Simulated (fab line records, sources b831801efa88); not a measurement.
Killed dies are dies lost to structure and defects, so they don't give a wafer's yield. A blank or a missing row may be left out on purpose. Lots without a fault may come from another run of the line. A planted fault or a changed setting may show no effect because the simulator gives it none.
One fault seen from 2 desks | flow sky130 | each desk has only its own numbers; what lay behind them comes last

THE TOOL OWNER'S DESK: implanter-02
The tool's own readings at SKY_NWELL_IMPLANT_24: means of the sampled wafers that have a number, for each lot that ran on this tool. A lot is out of limits, marked OUT, if its mean lies more than 4 standard deviations from the usual mean; the brackets give that distance.
Columns: A = beam_on_s at SKY_NWELL_IMPLANT_24, usual 10.00 s; B = faraday_current_uA at SKY_NWELL_IMPLANT_24, usual 51.9
lot  | first seen here | A               | B
L342 | day 5 18:20     | 10.15           | 51.0
L351 | day 8 01:23     | 9.71            | 53.3
L352 | day 8 08:10     | 10.10           | 51.4
L357 | day 9 14:59     | 9.46            | 55.2
L359 | day 10 00:51    | 9.12 (-4.2) OUT | 57.2 (+4.9) OUT
L361 | day 10 10:46    | 9.13 (-4.1) OUT | 57.0 (+4.7) OUT
This desk's finding: out of limits on L359, L361; first on L359, day 10 00:51 (beam_on_s at SKY_NWELL_IMPLANT_24). In limits: L342, L351, L352, L357.

THE METROLOGY DESK
What the gauges read, lot by lot, whatever tool the lot ran on: means of the sampled wafers that have a number. A lot is out of limits, marked OUT, if its mean lies more than 4 standard deviations from the usual mean; the brackets give that distance.
Columns: A = INCOMING_BOW at SKY_FIELD_ISO_BOW_MEAS_00, usual 0 um; B = PWDE_TW at SKY_PWDE_TW_MEAS_10, usual 375; C = NWELL_2_TW at SKY_NWELL_TW_MEAS_26, usual 499; D = SONOS_TUNNEL_TW at SKY_SONOS_TUNNEL_TW_MEAS_12, usual 198.5
lot  | first seen here | A  | B   | C   | D
L341 | day 1 10:00     | 3  | 381 | 496 | 194.6
L342 | day 1 15:00     | 0  | 374 | 492 | 195.9
L346 | day 2 11:04     | 4  | 374 | 490 | 201.6
L348 | day 2 21:00     | 0  | 369 | 496 | 200.7
L350 | day 3 07:04     | -8 | 373 | 493 | 202.0
L351 | day 3 12:01     | -3 | 368 | 505 | 201.5
L352 | day 3 17:02     | -0 | 370 | 493 | 198.5
L353 | day 3 22:00     | -3 | 371 | 506 | 199.3
L357 | day 4 18:01     | 4  | 384 | 484 | 195.3
L358 | day 4 23:01     | 3  | 380 | 507 | 201.7
L359 | day 5 04:00     | -6 | 376 | 493 | 197.8
L361 | day 5 14:00     | 8  | 380 | 489 | 197.9
L362 | day 5 19:04     | -2 | 378 | 498 | 198.2
L364 | day 6 05:01     | 5  | 382 | 499 | 195.3
This desk's finding: nothing out of limits on any of the 14 lots.

PUT TOGETHER
The tool owner's desk could have raised an alarm at day 10 00:51, on L359, L361.
The metrology desk saw nothing out of limits.
The metrology desk has L359, L361 on record, within its limits.
Of the lots named, all ran SKY_NWELL_IMPLANT_24 on implanter-02.

WHAT THE SIMULATOR HAD PUT IN
Process parameter drift: implanter-02, from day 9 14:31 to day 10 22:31, at SKY_NWELL_IMPLANT_24. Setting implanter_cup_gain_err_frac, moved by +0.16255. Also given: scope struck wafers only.
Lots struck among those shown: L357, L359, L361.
Hours from the fault's start to each desk's first reading out of limits: the tool owner's desk, 10.
